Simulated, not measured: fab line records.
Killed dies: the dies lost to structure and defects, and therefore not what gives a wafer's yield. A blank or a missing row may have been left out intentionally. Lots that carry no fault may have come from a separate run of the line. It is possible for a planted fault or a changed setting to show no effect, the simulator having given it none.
fab line records | flow gf180mcu
[record] lots = 7 | wafers = 21 | lastDay = 33
route steps=602 shown V2@388
lots that met no fault: from a run of the same line without faults
startH: hours from the record's first day to the start of the lot's first wafer shown | waitH: hours since the lot's step before | " same as the row above | L1.1+2: a row that stands for several wafers | - either no value or no given start | * or withheld: withheld | < > ~ a bound
route shown NAME@n: names a module that has steps shown in the file, with the first one's number in the route | usual: mean and standard deviation over wafers with no fault | same: alike in all rows | chamber/n: place in a boat | sites: per-site readings | _std_site: standard deviation across them | _edge_site: outer sites' mean less inner sites' | radiusMm: how far each site lies from the wafer's centre | mask NAME#n: copy n | behind: the most recent tool/chamber to have shaped the wafer | hold: cause of the lot's hold/its duration in hours/its outcome | device: the n, p or np transistor that did not switch | end of line: the same wafers' tests at the end of the route | a step given without rows: its recipe and nothing more | killed: not the wafer's yield, but the dies lost to structure and defects at the first sort | map: a wafer's dies, marking killed ones x, the rest . and places with no die _
set.NAME: setting as actually run; set.NAME@STEP: the setting as run at that earlier step | model.NAME: the simulator's own value behind a step, which no gauge read
a table for each step, a row for each wafer; lots at some steps of the route
services: when a tool's chamber went out of use (startH, in hours from the record's first day, below 0 if earlier), for how many hours, and the reason
[[steps]]
[step GF_V2_DEHYDRATE_06]
[recipe] tempC = 200 | timeS = 60
[step GF_V2_HMDS_07]
[recipe] primeTimeS = 60 | primeTempC = 120
[step GF_V2_COAT_08]
[recipe] resist = BARC | tempC = withheld | timeS = withheld | spinRpm = withheld | resistThkNm = withheld
[step GF_V2_COAT_09]
[recipe] resist = KrF | spinRpm = withheld | resistThkNm = 1000
[step GF_V2_SOFTBAKE_10]
[recipe] tempC = 130 | timeS = 60 | resist = KrF
[step GF_V2_EXPOSE_11]
[recipe] maskId = Via2 | targetCdNm = 260 | na = 0.68 | sourceShape = conventional | sigmaOuter = 0.6 | doseMj = 38
[step GF_V2_PEB_12]
[recipe] pebTempC = 135 | pebTimeS = 88.49 | resist = KrF
[step GF_V2_DEVELOP_13]
[recipe] developTimeS = 60 | resist = KrF | devTempC = 21
[step GF_V2_CD_MEAS_14]
[recipe] targetCdNm = 260
[usual] cdNm = 260.0/1.2
lot.wafer | tool     | chamber | startH | waitH | cdNm
L710.2    | cdSem-01 | -       | 477.02 | 0.1   | 260.1
L710.3    | "        | -       | "      | "     | 260.6
L710.4    | "        | -       | "      | "     | 259.9
L718.1    | cdSem-01 | -       | 552.80 | 0.1   | 260.6
L718.3    | "        | -       | "      | "     | 259.8
L718.6    | "        | -       | "      | "     | 262.3
L719.2    | cdSem-01 | -       | 560.12 | 0.1   | 259.8
L719.4    | "        | -       | "      | "     | 257.8
L719.5    | "        | -       | "      | "     | 259.4
L720.2    | cdSem-01 | -       | 567.07 | 0.1   | 260.5
L720.4    | "        | -       | "      | "     | 260.7
L720.6    | "        | -       | "      | "     | 261.3
L723.1    | cdSem-01 | -       | 589.55 | 0.1   | 262.9
L723.2    | "        | -       | "      | "     | 263.1
L723.5    | "        | -       | "      | "     | 261.4
L727.2    | cdSem-01 | -       | 619.37 | 0.1   | 262.6
L727.3    | "        | -       | "      | "     | 260.9
L727.5    | "        | -       | "      | "     | 261.2
L728.3    | cdSem-02 | -       | 623.13 | 0.1   | 260.0
L728.4    | "        | -       | "      | "     | 259.6
L728.5    | "        | -       | "      | "     | 260.2
[step GF_V2_OVL_MEAS_15]
[usual] V2_OVL = 1/5.4
lot.wafer | tool       | chamber | startH | waitH | V2_OVL[nm]
L710.2    | overlay-02 | -       | 477.13 | 0.1   | -3
L710.3    | "          | -       | "      | "     | -2
L710.4    | "          | -       | "      | "     | 8
L718.1    | overlay-01 | -       | 552.92 | 0.1   | 8
L718.3    | "          | -       | "      | "     | 12
L718.6    | "          | -       | "      | "     | 10
L719.2    | overlay-01 | -       | 560.23 | 0.1   | -5
L719.4    | "          | -       | "      | "     | 1
L719.5    | "          | -       | "      | "     | -4
L720.2    | overlay-01 | -       | 567.18 | 0.1   | 0
L720.4    | "          | -       | "      | "     | -7
L720.6    | "          | -       | "      | "     | -1
L723.1    | overlay-01 | -       | 589.67 | 0.1   | 1
L723.2    | "          | -       | "      | "     | 7
L723.5    | "          | -       | "      | "     | 3
L727.2    | overlay-01 | -       | 619.48 | 0.1   | 6
L727.3    | "          | -       | "      | "     | 2
L727.5    | "          | -       | "      | "     | 0
L728.3    | overlay-01 | -       | 623.23 | 0.1   | 0
L728.4    | "          | -       | "      | "     | -4
L728.5    | "          | -       | "      | "     | -3
[step GF_V2_ETCH_16]
[recipe] chemistry = N2/H2 | targetDepthA = withheld | overetchA = withheld | timeS = withheld | target = BARC | ionEnergyEv = 200 | sourceW = 500 | biasW = 100 | pressureMtorr = 30 | n2FlowSccm = 100 | h2FlowSccm = 200
[usual] drypumpMotorCurrentA = 5.6/0.49 | oesProductAu = 0.854/0.0048 | throttleValvePct = 13.225/0.0095
lot.wafer | tool       | chamber | startH | waitH | drypumpMotorCurrentA | oesProductAu | throttleValvePct
L710.2    | rieDiel-01 | 0       | 477.16 | 0.0   | 5.6                  | 0.842        | 13.221
L710.3    | "          | 1       | "      | "     | 6.3                  | 0.849        | 13.228
L710.4    | "          | 2       | "      | "     | 5.3                  | 0.854        | 13.219
L718.1    | rieDiel-03 | 1       | 552.96 | 0.0   | 5.8                  | 0.852        | 13.207
L718.3    | "          | 2       | "      | "     | 5.8                  | 0.856        | 13.230
L718.6    | "          | 2       | "      | "     | 5.8                  | 0.857        | 13.234
L719.2    | rieDiel-03 | 1       | 560.26 | 0.0   | 5.8                  | 0.856        | 13.217
L719.4    | "          | 0       | "      | "     | 6.0                  | 0.856        | 13.224
L719.5    | "          | 3       | "      | "     | 4.7                  | 0.851        | 13.216
L720.2    | rieDiel-03 | 0       | 567.21 | 0.0   | 5.9                  | 0.857        | 13.211
L720.4    | "          | 1       | "      | "     | 5.8                  | 0.850        | 13.221
L720.6    | "          | 0       | "      | "     | 5.9                  | 0.852        | 13.213
L723.1    | rieDiel-01 | 0       | 589.71 | 0.0   | 5.5                  | 0.861        | 13.223
L723.2    | "          | 2       | "      | "     | 5.2                  | 0.859        | 13.220
L723.5    | "          | 0       | "      | "     | 5.5                  | 0.861        | 13.230
L727.2    | rieDiel-04 | 2       | 619.51 | 0.0   | 5.2                  | 0.868        | 13.229
L727.3    | "          | 0       | "      | "     | 5.7                  | 0.847        | 13.203
L727.5    | "          | 3       | "      | "     | 6.5                  | 0.858        | 13.221
L728.3    | rieDiel-03 | 2       | 623.25 | 0.0   | 5.8                  | 0.853        | 13.228
L728.4    | "          | 3       | "      | "     | 4.8                  | 0.852        | 13.233
L728.5    | "          | 3       | "      | "     | 4.8                  | 0.854        | 13.227
[step GF_V2_ETCH_17]
[recipe] chemistry = C4F8/O2/Ar | maskMaterial = KrF | target = SiO2 | stopOn = TiN | sourceW = 1500 | biasW = 1200 | pressureMtorr = 40 | c4f8FlowSccm = withheld | O2_flow_sccm = 6 | Ar_flow_sccm = 300 | timeS = withheld | targetDepthA = 6300
[usual] oesProductAu = 0.856/0.0044
lot.wafer | tool       | chamber | startH | waitH | oesProductAu
L710.2    | rieDiel-01 | 0       | -      | -     | 0.850
L710.3    | "          | 1       | "      | "     | 0.857
L710.4    | "          | 2       | "      | "     | 0.849
L718.1    | rieDiel-03 | 1       | -      | -     | 0.854
L718.3    | "          | 2       | "      | "     | 0.852
L718.6    | "          | 2       | "      | "     | 0.857
L719.2    | rieDiel-03 | 1       | -      | -     | 0.857
L719.4    | "          | 0       | "      | "     | 0.850
L719.5    | "          | 3       | "      | "     | 0.847
L720.2    | rieDiel-03 | 0       | -      | -     | 0.857
L720.4    | "          | 1       | "      | "     | 0.860
L720.6    | "          | 0       | "      | "     | 0.854
L723.1    | rieDiel-01 | 0       | -      | -     | 0.857
L723.2    | "          | 2       | "      | "     | 0.855
L723.5    | "          | 0       | "      | "     | 0.848
L727.2    | rieDiel-04 | 2       | -      | -     | 0.859
L727.3    | "          | 0       | "      | "     | 0.858
L727.5    | "          | 3       | "      | "     | 0.860
L728.3    | rieDiel-03 | 2       | -      | -     | 0.855
L728.4    | "          | 3       | "      | "     | 0.850
L728.5    | "          | 3       | "      | "     | 0.852
[step GF_V2_STRIP_18]
[recipe] chemistry = O2/N2 | powerW = 1400 | pressureMtorr = 1500 | platenTempC = 250 | o2FlowSccm = 3000 | n2FlowSccm = 300 | overashFraction = 0.5
[usual] chamberPressureMTorr = 1499.8/1.4 | drypumpMotorCurrentA = 5.5/0.44 | heaterPowerW = 349/72 | oesProductAu = 0.592/0.0046
lot.wafer | tool           | chamber | startH | waitH | chamberPressureMTorr | drypumpMotorCurrentA | heaterPowerW | oesProductAu | rfHoursCounterH
L710.2    | plasmaAsher-02 | 1       | 477.29 | -     | 1502.1               | 5.2                  | 381          | 0.594        | 36
L710.3    | "              | 1       | "      | "     | 1499.7               | 5.2                  | 384          | 0.596        | -
L710.4    | "              | 0       | "      | "     | 1502.2               | 6.2                  | 280          | 0.597        | -
L718.1    | plasmaAsher-02 | 0       | 553.09 | -     | -                    | -                    | -            | -            | -
L718.3    | "              | 0       | "      | "     | -                    | -                    | -            | -            | -
L718.6    | "              | 1       | "      | "     | -                    | -                    | -            | -            | -
L719.2    | plasmaAsher-03 | 1       | 560.39 | -     | -                    | -                    | -            | -            | -
L719.4    | "              | 0       | "      | "     | -                    | -                    | -            | -            | -
L719.5    | "              | 0       | "      | "     | -                    | -                    | -            | -            | -
L720.2    | plasmaAsher-02 | 1       | 567.34 | -     | -                    | -                    | -            | -            | -
L720.4    | "              | 0       | "      | "     | -                    | -                    | -            | -            | -
L720.6    | "              | 0       | "      | "     | -                    | -                    | -            | -            | -
L723.1    | plasmaAsher-03 | 0       | 589.90 | -     | 1500.5               | 5.6                  | 282          | 0.600        | 17
L723.2    | "              | 1       | "      | "     | 1498.5               | 4.9                  | 439          | 0.594        | 17
L723.5    | "              | 0       | "      | "     | 1497.6               | 5.6                  | 281          | 0.584        | -
L727.2    | plasmaAsher-03 | 1       | 619.63 | -     | 1501.1               | 4.9                  | 449          | 0.589        | 20
L727.3    | "              | 1       | "      | "     | 1499.7               | 4.9                  | 450          | 0.589        | -
L727.5    | "              | 0       | "      | "     | 1499.7               | 5.6                  | 275          | 0.586        | -
L728.3    | plasmaAsher-03 | 1       | 623.41 | -     | 1498.2               | 4.9                  | 452          | 0.589        | -
L728.4    | "              | 0       | "      | "     | 1500.3               | 5.6                  | 287          | 0.592        | -
L728.5    | "              | 1       | "      | "     | 1500.3               | 4.9                  | 450          | 0.599        | -
[step GF_V2_STRIP_19]
[recipe] chemistry = postEtchResidueRemover | timeS = 1200 | tempC = 72.5
[[services]]
tool           | chamber | startH | hours | kind
rieDiel-01     | 3       | 473.61 | 12.2  | repair
rieDiel-03     | 2       | 474.01 | 5.0   | repair
rieDiel-03     | 2       | 483.32 | 12.8  | repair
rieDiel-03     | 1       | 484.26 | 6.0   | repair
rieDiel-04     | 0       | 492.54 | 4.3   | repair
rieDiel-01     | 3       | 510.87 | 4.7   | repair
plasmaAsher-02 | -       | 542.58 | 3.9   | repair
rieDiel-04     | 0       | 544.27 | 5.6   | repair
rieDiel-03     | 2       | 556.50 | -     | clean
rieDiel-03     | 2       | 556.50 | 24.2  | scheduledDown
rieDiel-03     | 2       | 556.50 | 24.2  | ventCycle
rieDiel-01     | 1       | 558.42 | 36.9  | repair
rieDiel-01     | 3       | 578.19 | 52.8  | repair
rieDiel-01     | 2       | 578.69 | 8.7   | repair
rieDiel-04     | 2       | 580.59 | 3.0   | repair
rieDiel-01     | -       | 583.00 | 0.2   | repair
plasmaAsher-03 | -       | 593.09 | 0.4   | repair
rieDiel-03     | -       | 612.76 | 4.3   | pm
[[key]]
[firstSign] step = GF_V2_STRIP_18 | reading = toolRecord | direction = missing
effect none on later readings
metAt GF_V2_STRIP_18
struckWafers L718.1,L718.3,L718.6,L719.2,L719.4,L719.5,L720.2,L720.4,L720.6
laterRowsLeftOut L718.1,L718.3,L718.6,L719.2,L719.4,L719.5,L720.2,L720.4,L720.6
sortLeftOut L718.1,L718.3,L718.6,L719.2,L719.4,L719.5,L720.2,L720.4,L720.6
onsetBetween 477.29 553.09
[fault] kind = skippedStepWhole | tool = plasmaAsher-02,plasmaAsher-03 | chamber = - | onsetH = 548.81 | steps = GF_V2_STRIP_18 | scope = struckLotsOnly
// sortLeftOut: the simulated sort isn't trusted on such a fault, so these wafers' sort isn't shown, and their yield isn't known
// laterRowsLeftOut: the simulator's readings of these wafers behind a module that went badly wrong aren't trusted and aren't shown, but for the sort
